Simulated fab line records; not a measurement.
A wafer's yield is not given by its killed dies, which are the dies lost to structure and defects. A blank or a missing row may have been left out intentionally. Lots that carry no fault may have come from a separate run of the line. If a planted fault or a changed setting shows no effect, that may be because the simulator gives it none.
Which tool did it? + flow sky130 + 11 lots, 33 wafers sampled, at 6 steps of a route of 708

== WHAT THE GAUGES READ, wafer by wafer ==
SKY_SPACER_THK_MEAS_01.
| lot  | measured     | on            | SPACER_CVD_00_THK (nm) |
|------|--------------|---------------|------------------------|
| L749 | day 22 19:54 | film metro-04 | 43.5 43.6 43.2         |
| L750 | day 23 13:29 | film metro-01 | 42.7 43.3 43.2         |
| L751 | day 23 17:35 | film metro-04 | 43.7 43.5 43.3         |
| L752 | day 24 01:39 | film metro-04 | 43.3 43.5 43.5         |
| L756 | day 25 19:36 | film metro-01 | 34.5 34.8 34.6         |
| L767 | day 29 11:29 | film metro-01 | 42.9 43.2 42.9         |
| L766 | day 29 13:01 | film metro-01 | 42.8 42.8 42.4         |
| L768 | day 29 16:22 | film metro-01 | 42.3 42.6 42.2         |
| L769 | day 30 19:02 | film metro-01 | 43.1 43.0 43.5         |
| L771 | day 30 21:00 | film metro-01 | 43.0 43.0 42.8         |
| L772 | day 31 04:33 | film metro-01 | 43.1 43.3 43.2         |

SKY_LI_CONTACT_BOW_MEAS_03.
| lot  | measured     | on            | LI_CONTACT_BOW (um) |
|------|--------------|---------------|---------------------|
| L749 | day 27 19:23 | film metro-02 | 60 50 63            |
| L750 | day 28 11:57 | film metro-03 | 55 59 58            |
| L751 | day 28 14:52 | film metro-04 | 48 56 68            |
| L752 | day 29 00:31 | film metro-02 | 47 60 48            |
| L756 | day 30 14:48 | film metro-03 | 57 44 53            |
| L767 | day 34 02:13 | film metro-04 | 53 46 53            |
| L766 | day 34 04:20 | film metro-04 | 52 50 49            |
| L768 | day 34 07:43 | film metro-04 | 52 62 70            |
| L769 | day 35 08:04 | film metro-03 | 65 66 58            |
| L771 | day 35 10:33 | film metro-03 | 55 44 61            |
| L772 | day 35 15:19 | film metro-04 | 59 50 44            |

SKY_LOCAL_INTERCONNECT_CD_MEAS_11: target cd 170 nm.
| lot  | measured     | on        | cd nm (nm)        |
|------|--------------|-----------|-------------------|
| L749 | day 30 07:05 | cd sem-02 | 172.8 173.7 172.8 |
| L750 | day 30 22:06 | cd sem-02 | 170.6 169.5 171.0 |
| L751 | day 30 23:56 | cd sem-02 | 174.2 174.0 174.2 |
| L752 | day 31 10:37 | cd sem-01 | 169.9 169.0 169.1 |
| L756 | day 32 22:23 | cd sem-01 | 170.2 170.9 172.0 |
| L767 | day 36 07:47 | cd sem-01 | 171.0 172.2 172.6 |
| L766 | day 36 10:06 | cd sem-02 | 169.4 169.8 169.1 |
| L768 | day 36 14:00 | cd sem-02 | 170.3 170.0 172.1 |
| L769 | day 37 13:31 | cd sem-02 | 169.7 169.4 170.0 |
| L771 | day 37 15:47 | cd sem-01 | 170.7 171.6 171.8 |
| L772 | day 37 18:46 | cd sem-02 | 172.7 173.2 172.3 |

== WHICH TOOL RAN EACH LOT (tool, then ch and the chambers of the sampled wafers, then the start) ==
| lot  | SKY_SPACER_CVD_00           | SKY_SPACER_ETCHBACK_02             | SKY_POLY_CUT_ETCH_11               |
|------|-----------------------------|------------------------------------|------------------------------------|
| L749 | lpcvd-02 ch 0, day 22 18:41 | rie diel-02 ch 0,1,3, day 22 19:56 | rie diel-03 ch 1,2, day 24 02:28   |
| L750 | lpcvd-02 ch 1, day 23 12:17 | rie diel-03 ch 0,1, day 23 13:33   | rie diel-03 ch 1,2, day 24 19:58   |
| L751 | lpcvd-02 ch 0, day 23 16:22 | rie diel-03 ch 0,3, day 23 17:38   | rie diel-03 ch 1,2,3, day 24 23:40 |
| L752 | lpcvd-02 ch 0, day 23 23:50 | rie diel-02 ch 0,2, day 24 01:43   | rie diel-04 ch 0,2, day 25 08:06   |
| L756 | lpcvd-02 ch 1, day 25 18:23 | rie diel-04 ch 0,2,3, day 25 19:40 | rie diel-01 ch 0,1,3, day 27 00:08 |
| L767 | lpcvd-02 ch 1, day 29 10:16 | rie diel-04 ch 1,2, day 29 11:32   | rie diel-03 ch 0,1,3, day 30 15:01 |
| L766 | lpcvd-02 ch 0, day 29 11:49 | rie diel-03 ch 0,1,3, day 29 13:04 | rie diel-04 ch 0,1,2, day 30 16:56 |
| L768 | lpcvd-02 ch 0, day 29 15:10 | rie diel-02 ch 0,1,3, day 29 16:26 | rie diel-01 ch 1,2,3, day 30 20:25 |
| L769 | lpcvd-02 ch 1, day 30 17:49 | rie diel-04 ch 1,2, day 30 19:05   | rie diel-01 ch 0,2,3, day 31 22:26 |
| L771 | lpcvd-02 ch 1, day 30 19:47 | rie diel-02 ch 0,1, day 30 21:02   | rie diel-01 ch 0,3, day 32 00:32   |
| L772 | lpcvd-02 ch 0, day 31 03:20 | rie diel-02 ch 0,1,2, day 31 04:36 | rie diel-03 ch 0,2,3, day 32 07:21 |
- SKY_SPACER_CVD_00: deposits Si3N4 from DCS/NH3, target thk 43.1 nm, time 740 s.
- SKY_SPACER_ETCHBACK_02: etches Si3N4 in CH3F/O2, stops on SiO2, time 46.7 s, target depth 45 nm.
- SKY_POLY_CUT_ETCH_11: etches Si3N4 in CF4/CH2F2/Ar, stops on poly-Si, time 42.5 s, target depth 60 nm.

== AS READ BY THE TOOLS THEMSELVES (means over the sampled wafers that have a number; for cases with no such wafer, the mark the record gives instead) ==
SKY_SPACER_CVD_00.
| lot  | tool     | pressure mtorr (mTorr) | spike tc centre C (C) | spike tc lower C (C) |
|------|----------|------------------------|-----------------------|----------------------|
| L749 | lpcvd-02 | 249.7                  | 771.3                 | 770.8                |
| L750 | lpcvd-02 | 249.6                  | 771.0                 | 771.3                |
| L751 | lpcvd-02 | 249.7                  | 770.3                 | 770.7                |
| L752 | lpcvd-02 | 250.4                  | 771.6                 | 769.9                |
| L756 | lpcvd-02 | 124.4                  | 770.8                 | 769.6                |
| L767 | lpcvd-02 | 250.3                  | 771.5                 | 770.6                |
| L766 | lpcvd-02 | 249.8                  | 770.0                 | 771.0                |
| L768 | lpcvd-02 | 250.4                  | 771.3                 | 770.6                |
| L769 | lpcvd-02 | 250.1                  | 770.3                 | 769.7                |
| L771 | lpcvd-02 | 250.0                  | 771.0                 | 770.3                |
| L772 | lpcvd-02 | 249.5                  | 769.5                 | 770.0                |

SKY_SPACER_ETCHBACK_02.
| lot  | tool        | bias w (W) | drypump motor current A (A) | oes product au (a.u.) | throttle valve pct (%) |
|------|-------------|------------|-----------------------------|-----------------------|------------------------|
| L749 | rie diel-02 | 79.84      | 5.8                         | 0.861                 | 10.569                 |
| L750 | rie diel-03 | 79.70      | 5.8                         | 0.848                 | 10.563                 |
| L751 | rie diel-03 | 80.19      | 5.9                         | 0.855                 | 10.565                 |
| L752 | rie diel-02 | 79.84      | 5.4                         | 0.855                 | 10.571                 |
| L756 | rie diel-04 | 80.08      | 5.9                         | 0.764                 | 10.546                 |
| L767 | rie diel-04 | 80.21      | 5.9                         | 0.853                 | 10.558                 |
| L766 | rie diel-03 | 80.00      | 5.8                         | 0.853                 | 10.563                 |
| L768 | rie diel-02 | 80.02      | 5.8                         | 0.852                 | 10.558                 |
| L769 | rie diel-04 | 79.78      | 5.9                         | 0.856                 | 10.564                 |
| L771 | rie diel-02 | 80.14      | 5.6                         | 0.861                 | 10.558                 |
| L772 | rie diel-02 | 79.98      | 5.7                         | 0.857                 | 10.565                 |

SKY_POLY_CUT_ETCH_11.
| lot  | tool        | bias w (W) | drypump motor current A (A) | oes product au (a.u.) | throttle valve pct (%) |
|------|-------------|------------|-----------------------------|-----------------------|------------------------|
| L749 | rie diel-03 | 150.3      | 5.4                         | 0.838                 | 14.989                 |
| L750 | rie diel-03 | 149.2      | 5.4                         | 0.827                 | 15.000                 |
| L751 | rie diel-03 | 150.0      | 5.5                         | 0.824                 | 14.996                 |
| L752 | rie diel-04 | 149.7      | 5.6                         | 0.834                 | 14.997                 |
| L756 | rie diel-01 | 150.1      | 5.2                         | 0.835                 | 14.993                 |
| L767 | rie diel-03 | 149.9      | 5.8                         | 0.829                 | 14.982                 |
| L766 | rie diel-04 | 150.4      | 5.7                         | 0.834                 | 14.992                 |
| L768 | rie diel-01 | 150.2      | 5.7                         | 0.821                 | 14.988                 |
| L769 | rie diel-01 | 150.1      | 5.5                         | 0.832                 | 14.993                 |
| L771 | rie diel-01 | 149.7      | 5.3                         | 0.828                 | 14.991                 |
| L772 | rie diel-03 | 149.8      | 5.6                         | 0.829                 | 14.992                 |

== THE ANSWER, worked out from the rows above alone ==
Rule: the usual values come from the lots themselves. The widest of any qualifying gaps counts: lots, ordered by their means at a reading, are off when they make up no more than a third of the lots, leave a main group of 4 or more, and stand apart from it by 3 or more times the standard deviation of that group's means. If all means in a main group match to the digits the tables above print for the reading, that group is not used. Also off: a lot with no number at a reading for which 4 or more lots have one. Any other lot the step has rows for is counted as sound. Order of review: gauges by route order, followed by the tools' own readings, for which a lot's mean as printed above is used. The first step at which some lot is off is used, and at that step the reading that is off furthest; a lot without a number counts as furthest.
Off: L756, at SKY_SPACER_THK_MEAS_01 (SPACER_CVD_00_THK). Mean 43.1 nm and standard deviation 0.34 in the main group.
A tool fits if, at a process step before that reading, it ran every lot that is off, and no sound lot after the first of them. Not tried: the gauges at SKY_SPACER_THK_MEAS_01; whatever is off there is also off at SKY_SPACER_CVD_00, on other tools, and gauge error can't account for it. Of those tried, none fits.

== WHAT THE SIMULATOR HAD INSERTED ==
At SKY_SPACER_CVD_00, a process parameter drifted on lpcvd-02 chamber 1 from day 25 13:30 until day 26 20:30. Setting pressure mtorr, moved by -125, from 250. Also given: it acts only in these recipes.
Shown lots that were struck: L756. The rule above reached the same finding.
